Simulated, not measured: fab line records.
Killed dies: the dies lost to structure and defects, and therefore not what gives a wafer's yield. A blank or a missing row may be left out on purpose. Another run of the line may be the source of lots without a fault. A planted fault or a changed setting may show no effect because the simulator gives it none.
Chamber matching | flow gf180mcu | GF_V2_ETCH_16 on rie diel-04 has 4 sister chambers
The step etches BARC in N2/H2. 7 wafers are shown with their chamber, then 8 later ones without.

## WAFERS WITH THEIR CHAMBER
wafer  | chamber | drypump motor current A (A) | rf fwd power W (W)
L081.3 | 3       | 5.75                        | 493.9
L081.4 | 2       | 5.55                        | 495.7
L088.6 | 2       | 5.58                        | 496.9
L091.1 | 0       | 5.63                        | 497.3
L091.3 | 1       | 6.53                        | 497.5
L091.6 | 3       | 5.82                        | 495.2
L092.3 | 1       | 6.51                        | 497.8

## WAFERS WITHOUT THEIR CHAMBER
wafer  | drypump motor current A (A) | rf fwd power W (W)
L092.5 | 6.53                        | 495.9
L092.6 | 5.60                        | 495.5
L095.1 | 5.57                        | 496.9
L095.3 | 6.54                        | 497.5
L095.5 | 6.52                        | 498.2
L097.3 | 5.82                        | 495.1
L097.5 | 5.80                        | 496.5
L097.6 | 5.56                        | 498.6

## THE CHAMBER EACH PASSED THROUGH
wafer  | from the rows above     | in truth
L092.5 | 1                       | 1
L092.6 | can't be placed: 2 or 0 | 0
L095.1 | can't be placed: 2 or 0 | 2
L095.3 | 1                       | 1
L095.5 | 1                       | 1
L097.3 | 3                       | 3
L097.5 | 3                       | 3
L097.6 | can't be placed: 0 or 2 | 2
Correct placement for 5 of the 8. Cannot be placed on the basis of these rows: 3; the candidates contain the true chamber in 3. Wrongly placed: 0.
How it was worked out, from the rows above alone: a wafer's distance from a chamber is the root of the sum, over the readings, of the square of ((its reading less the chamber's mean) divided by the reading's scatter). If the next closest chamber is less than 2 further off than the closest, the wafer can't be placed; otherwise it belongs to the closest. A chamber's mean is the mean of its shown wafers. The scatter is the square root of a quotient: the sum, over the shown wafers, of each reading's squared deviation from its chamber's mean, divided by wafers minus chambers.
